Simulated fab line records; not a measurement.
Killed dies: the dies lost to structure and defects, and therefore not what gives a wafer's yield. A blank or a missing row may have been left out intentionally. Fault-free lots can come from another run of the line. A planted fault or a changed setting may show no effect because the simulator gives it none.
Which tool is to blame? | flow sky130 | 72 wafers from 24 lots sampled at 5 of the route's 708 steps

== WHAT EACH GAUGE READ, for each wafer ==
SKY_CAP2M_RS_MEAS_03: a four-point-probe measurement. Usual: for CAP2M_TIN_RS the level is 6.92 ohm/sq and the standard deviation is 0.081.
lot  | measured     | on           | CAP2M_TIN_RS (ohm/sq) | flag
L075 | day 40 00:53 | filmMetro-01 | 6.74 6.74 6.79        | 
L074 | day 40 01:49 | filmMetro-01 | 6.83 6.78 6.87        | 
L077 | day 40 13:58 | filmMetro-01 | 7.13 7.00 6.94        | 
L076 | day 40 15:44 | filmMetro-03 | 7.08 7.03 6.95        | 
L078 | day 40 22:01 | filmMetro-01 | 6.89 7.06 7.03        | 
L079 | day 41 14:22 | filmMetro-03 | 6.90 7.02 6.96        | 
L081 | day 41 18:22 | filmMetro-03 | 6.98 6.94 6.87        | 
L080 | day 41 22:37 | filmMetro-04 | 6.87 6.88 6.83        | 
L082 | day 42 03:00 | filmMetro-03 | 6.90 6.91 7.01        | 
L083 | day 42 11:17 | filmMetro-04 | 6.96 6.83 6.99        | 
L084 | day 42 17:41 | filmMetro-01 | 6.97 6.95 6.96        | 
L085 | day 42 18:30 | filmMetro-04 | 6.87 6.86 6.88        | 
L086 | day 43 08:20 | filmMetro-03 | 7.00 6.96 6.87        | 
L087 | day 43 16:35 | filmMetro-03 | 6.84 6.80 6.86        | 
L088 | day 44 02:02 | filmMetro-01 | 6.99 6.90 6.93        | 
L089 | day 44 03:32 | filmMetro-04 | 6.88 6.96 7.03        | 
L090 | day 44 11:59 | filmMetro-01 | 6.86 6.88 6.87        | 
L091 | day 44 15:29 | filmMetro-03 | 6.90 6.84 6.98        | 
L092 | day 44 16:29 | filmMetro-04 | 6.79 6.80 6.79        | 
L093 | day 45 00:32 | filmMetro-03 | 7.02 7.03 7.03        | 
L094 | day 45 02:47 | filmMetro-03 | 6.96 6.90 6.80        | 
L095 | day 45 06:35 | filmMetro-01 | 6.83 6.95 6.96        | 
L096 | day 45 13:07 | filmMetro-03 | 7.04 6.92 6.97        | 
L097 | day 45 22:14 | filmMetro-01 | 6.89 6.91 6.78        | 

== WHAT TOOL EACH LOT RAN ON (gives the tool, then ch and the chambers of the sampled wafers, and finally the start) ==
lot  | SKY_METAL1_METAL_ETCH_19         | SKY_METAL2_DESCUM_17             | SKY_VIA2_SPUTTER_20         | SKY_VIA3_CVD_21
L075 | rieMetal-03 ch 0,1, day 33 05:59 | rieMetal-01 ch 0,1, day 35 13:14 | pvdSputter-03, day 36 16:55 | cvdW-02 ch 0,1, day 39 23:55
L074 | rieMetal-04 ch 0, day 33 08:04   | rieMetal-02 ch 0, day 35 14:34   | pvdSputter-03, day 36 18:10 | cvdW-01 ch 0,1, day 40 00:52
L077 | rieMetal-03 ch 0,1, day 33 19:55 | rieMetal-02 ch 0, day 36 03:17   | pvdSputter-02, day 37 07:27 | cvdW-01 ch 0,1, day 40 12:53
L076 | rieMetal-04 ch 0, day 33 21:13   | rieMetal-03 ch 0,1, day 36 04:16 | pvdSputter-04, day 37 07:44 | cvdW-01 ch 0,1, day 40 14:47
L078 | rieMetal-04 ch 0,1, day 34 03:31 | rieMetal-01 ch 0,1, day 36 10:49 | pvdSputter-02, day 37 15:06 | cvdW-01 ch 0,1, day 40 21:02
L079 | rieMetal-03 ch 0,1, day 34 20:55 | rieMetal-03 ch 0,1, day 37 03:10 | pvdSputter-02, day 38 07:31 | cvdW-02 ch 0,1, day 41 13:24
L081 | rieMetal-01 ch 0,1, day 35 02:19 | rieMetal-02 ch 0, day 37 08:59   | pvdSputter-02, day 38 12:56 | cvdW-01 ch 0,1, day 41 17:23
L080 | rieMetal-04 ch 0,1, day 35 06:41 | rieMetal-01 ch 0,1, day 37 12:17 | pvdSputter-04, day 38 15:37 | cvdW-01 ch 0,1, day 41 21:41
L082 | rieMetal-03 ch 0,1, day 35 11:17 | rieMetal-01 ch 0,1, day 37 18:26 | pvdSputter-02, day 38 21:25 | cvdW-01 ch 0,1, day 42 02:04
L083 | rieMetal-03 ch 0,1, day 35 20:25 | rieMetal-03 ch 0,1, day 38 03:01 | pvdSputter-04, day 39 05:59 | cvdW-01 ch 0,1, day 42 10:20
L084 | rieMetal-03 ch 0,1, day 36 02:52 | rieMetal-02 ch 0,1, day 38 08:58 | pvdSputter-03, day 39 12:16 | cvdW-01 ch 1, day 42 16:44
L085 | rieMetal-04 ch 0,1, day 36 06:20 | rieMetal-01 ch 0,1, day 38 11:55 | pvdSputter-03, day 39 13:50 | cvdW-01 ch 0,1, day 42 17:25
L086 | rieMetal-03 ch 0, day 36 17:56   | rieMetal-01 ch 0,1, day 39 00:19 | pvdSputter-03, day 40 03:13 | cvdW-02 ch 0, day 43 07:22
L087 | rieMetal-04 ch 0,1, day 37 02:52 | rieMetal-03 ch 0,1, day 39 07:59 | pvdSputter-02, day 40 11:18 | cvdW-01 ch 0,1, day 43 15:31
L088 | rieMetal-01 ch 0,1, day 37 15:07 | rieMetal-01 ch 0,1, day 39 19:31 | pvdSputter-03, day 40 22:23 | cvdW-02 ch 1, day 44 01:05
L089 | rieMetal-03 ch 0, day 37 17:01   | rieMetal-02 ch 0,1, day 39 21:05 | pvdSputter-02, day 41 00:22 | cvdW-01 ch 0, day 44 02:35
L090 | rieMetal-03 ch 0, day 37 23:16   | rieMetal-02 ch 0,1, day 40 04:35 | pvdSputter-03, day 41 07:32 | cvdW-02 ch 0,1, day 44 10:37
L091 | rieMetal-01 ch 0,1, day 38 05:17 | rieMetal-03 ch 0,1, day 40 08:56 | pvdSputter-03, day 41 11:22 | cvdW-01 ch 0,1, day 44 14:31
L092 | rieMetal-03 ch 0,1, day 38 05:38 | rieMetal-03 ch 0,1, day 40 09:55 | pvdSputter-04, day 41 13:01 | cvdW-01 ch 0,1, day 44 15:32
L093 | rieMetal-04 ch 1, day 38 14:37   | rieMetal-02 ch 0, day 40 19:56   | pvdSputter-03, day 41 22:16 | cvdW-02 ch 0,1, day 44 23:35
L094 | rieMetal-01 ch 0,1, day 38 19:21 | rieMetal-02 ch 0,1, day 40 22:26 | pvdSputter-03, day 42 00:05 | cvdW-02 ch 0,1, day 45 01:49
L095 | rieMetal-03 ch 0,1, day 38 22:42 | rieMetal-01 ch 0,1, day 41 03:02 | pvdSputter-03, day 42 04:58 | cvdW-02 ch 0,1, day 45 05:37
L096 | rieMetal-04 ch 0,1, day 39 05:16 | rieMetal-01 ch 0,1, day 41 08:59 | pvdSputter-02, day 42 10:53 | cvdW-01 ch 0,1, day 45 12:09
L097 | rieMetal-03 ch 0,1, day 39 15:55 | rieMetal-03 ch 0,1, day 41 19:54 | pvdSputter-03, day 42 21:57 | cvdW-02 ch 0,1, day 45 21:17
- SKY_METAL1_METAL_ETCH_19: etches the open film in Cl2/BCl3, stops on SiO2, target depth 360 nm, time 78 s.
- SKY_METAL2_DESCUM_17: chemistry O2, time 8 s.
- SKY_VIA2_SPUTTER_20: material TiN, target thk 20 nm, time 80 s.
- SKY_VIA3_CVD_21: deposits W, target thk 390 nm, time 117.31 s.

== AS READ BY THE TOOLS THEMSELVES (means over the sampled wafers that have a number; for cases with no such wafer, the mark the record gives instead) ==
SKY_METAL1_METAL_ETCH_19. Usual: drypumpMotorCurrentA 5.5 A, standard deviation 0.52; oesProductAu 0.855 a.u., standard deviation 0.0056; rfFwdPowerW 891.5 W, standard deviation 2.9; throttleValvePct 22.264 %, standard deviation 0.0091.
lot  | tool        | drypumpMotorCurrentA (A) | oesProductAu (a.u.) | rfFwdPowerW (W) | throttleValvePct (%) | flag
L075 | rieMetal-03 | 5.3                      | 0.865               | 892.6           | 22.267               | 
L074 | rieMetal-04 | 4.8                      | 0.852               | 889.5           | 22.259               | 
L077 | rieMetal-03 | 5.3                      | 0.858               | 889.3           | 22.267               | 
L076 | rieMetal-04 | 4.8                      | 0.850               | 890.9           | 22.263               | 
L078 | rieMetal-04 | 5.9                      | 0.858               | 890.4           | 22.260               | 
L079 | rieMetal-03 | 5.4                      | 0.853               | 890.8           | 22.264               | 
L081 | rieMetal-01 | 5.8                      | 0.850               | 892.7           | 22.265               | 
L080 | rieMetal-04 | 5.3                      | 0.853               | 892.4           | 22.265               | 
L082 | rieMetal-03 | 5.3                      | 0.852               | 892.2           | 22.264               | 
L083 | rieMetal-03 | 5.3                      | 0.850               | 888.4           | 22.259               | 
L084 | rieMetal-03 | 5.2                      | 0.857               | 892.2           | 22.257               | 
L085 | rieMetal-04 | 5.9                      | 0.847               | 891.4           | 22.265               | 
L086 | rieMetal-03 | 5.6                      | 0.853               | 894.0           | 22.268               | 
L087 | rieMetal-04 | 5.9                      | 0.856               | 894.8           | 22.262               | 
L088 | rieMetal-01 | 5.8                      | 0.861               | 894.5           | 22.257               | 
L089 | rieMetal-03 | 5.6                      | 0.851               | 891.2           | 22.268               | 
L090 | rieMetal-03 | 5.6                      | 0.857               | 893.5           | 22.268               | 
L091 | rieMetal-01 | 5.8                      | 0.858               | 892.8           | 22.261               | 
L092 | rieMetal-03 | 5.4                      | 0.854               | 889.9           | 22.274               | 
L093 | rieMetal-04 | 6.4                      | 0.847               | 891.9           | 22.256               | 
L094 | rieMetal-01 | 5.8                      | 0.862               | 896.4           | 22.256               | 
L095 | rieMetal-03 | 5.4                      | 0.858               | 893.9           | 22.261               | 
L096 | rieMetal-04 | 5.3                      | 0.861               | 889.1           | 22.269               | 
L097 | rieMetal-03 | 5.4                      | 0.857               | 887.8           | 22.262               | 

SKY_METAL2_DESCUM_17. Usual: drypumpMotorCurrentA 5.8 A, standard deviation 0.51; oesProductAu 0.998 a.u., standard deviation 0.011; rfFwdPowerW 146.9 W, standard deviation 1.
lot  | tool        | drypumpMotorCurrentA (A) | oesProductAu (a.u.) | rfFwdPowerW (W) | flag
L075 | rieMetal-01 | 5.8                      | 0.994               | 146.4           | 
L074 | rieMetal-02 | 6.7                      | 0.997               | 148.5           | 
L077 | rieMetal-02 | 6.7                      | 0.997               | 148.3           | 
L076 | rieMetal-03 | 5.4                      | 1.004               | 146.0           | 
L078 | rieMetal-01 | 5.8                      | 1.004               | 146.7           | 
L079 | rieMetal-03 | 5.4                      | 1.000               | 146.5           | 
L081 | rieMetal-02 | 6.7                      | 0.988               | 147.3           | 
L080 | rieMetal-01 | 5.8                      | 0.995               | 146.0           | 
L082 | rieMetal-01 | 5.8                      | 0.992               | 146.8           | 
L083 | rieMetal-03 | 5.3                      | 0.998               | 146.2           | 
L084 | rieMetal-02 | 6.1                      | 0.988               | 148.2           | 
L085 | rieMetal-01 | 5.8                      | 0.993               | 146.0           | 
L086 | rieMetal-01 | 5.7                      | 0.997               | 146.4           | 
L087 | rieMetal-03 | 5.3                      | 1.021               | 146.3           | 
L088 | rieMetal-01 | 5.8                      | 1.001               | 146.1           | 
L089 | rieMetal-02 | 6.0                      | 0.996               | 148.2           | 
L090 | rieMetal-02 | 6.4                      | 0.996               | 148.1           | 
L091 | rieMetal-03 | 5.4                      | 1.003               | 146.2           | 
L092 | rieMetal-03 | 5.4                      | 1.007               | 146.2           | 
L093 | rieMetal-02 | 6.7                      | 0.996               | 148.4           | 
L094 | rieMetal-02 | 6.4                      | 0.995               | 148.3           | 
L095 | rieMetal-01 | 5.8                      | 0.996               | 145.9           | 
L096 | rieMetal-01 | 5.8                      | 0.992               | 146.1           | 
L097 | rieMetal-03 | 5.3                      | 1.009               | 146.6           | 

SKY_VIA2_SPUTTER_20. Usual: throttleValvePct 30.2 %, standard deviation 1.2.
lot  | tool          | throttleValvePct (%) | flag
L075 | pvdSputter-03 | 30.3                 | 
L074 | pvdSputter-03 | 30.4                 | 
L077 | pvdSputter-02 | 30.3                 | 
L076 | pvdSputter-04 | 30.9                 | 
L078 | pvdSputter-02 | 29.6                 | 
L079 | pvdSputter-02 | 29.1                 | 
L081 | pvdSputter-02 | 28.9                 | 
L080 | pvdSputter-04 | 30.6                 | 
L082 | pvdSputter-02 | 30.2                 | 
L083 | pvdSputter-04 | 31.0                 | 
L084 | pvdSputter-03 | 29.5                 | 
L085 | pvdSputter-03 | 30.1                 | 
L086 | pvdSputter-03 | 30.4                 | 
L087 | pvdSputter-02 | 29.2                 | 
L088 | pvdSputter-03 | 29.6                 | 
L089 | pvdSputter-02 | 29.8                 | 
L090 | pvdSputter-03 | 29.2                 | 
L091 | pvdSputter-03 | 29.8                 | 
L092 | pvdSputter-04 | 31.0                 | 
L093 | pvdSputter-03 | 31.1                 | 
L094 | pvdSputter-03 | 29.4                 | 
L095 | pvdSputter-03 | 30.2                 | 
L096 | pvdSputter-02 | 29.1                 | 
L097 | pvdSputter-03 | 30.7                 | 

SKY_VIA3_CVD_21. Usual: heaterPowerW 868 W, standard deviation 60.
lot  | tool    | heaterPowerW (W) | flag
L075 | cvdW-02 | 855              | 
L074 | cvdW-01 | 890              | 
L077 | cvdW-01 | 873              | 
L076 | cvdW-01 | 890              | 
L078 | cvdW-01 | 889              | 
L079 | cvdW-02 | 856              | 
L081 | cvdW-01 | 894              | 
L080 | cvdW-01 | 891              | 
L082 | cvdW-01 | 885              | 
L083 | cvdW-01 | 900              | 
L084 | cvdW-01 | 909              | 
L085 | cvdW-01 | 899              | 
L086 | cvdW-02 | 917              | 
L087 | cvdW-01 | 897              | 
L088 | cvdW-02 | 753              | 
L089 | cvdW-01 | 894              | 
L090 | cvdW-02 | 801              | 
L091 | cvdW-01 | 890              | 
L092 | cvdW-01 | 898              | 
L093 | cvdW-02 | 800              | 
L094 | cvdW-02 | 800              | 
L095 | cvdW-02 | 849              | 
L096 | cvdW-01 | 892              | 
L097 | cvdW-02 | 861              | 

== THE ANSWER, worked out from the rows above alone ==
Rule: lot off if the mean of its wafers having a number is beyond 3 standard deviations from the usual mean. Also off: a lot with no number at a reading for which 4 or more lots have one. Where the step has rows for the other lots, those lots are counted as sound. Order of review: gauges by route order, followed by the tools' own readings, for which a lot's mean as printed above is used. At the first step where some lot is off, the reading lying furthest off is the one used; lots without a number count as furthest.
No lot is off at any reading shown: from this, nothing can be told.

== WHAT THE SIMULATOR PUT IN ==
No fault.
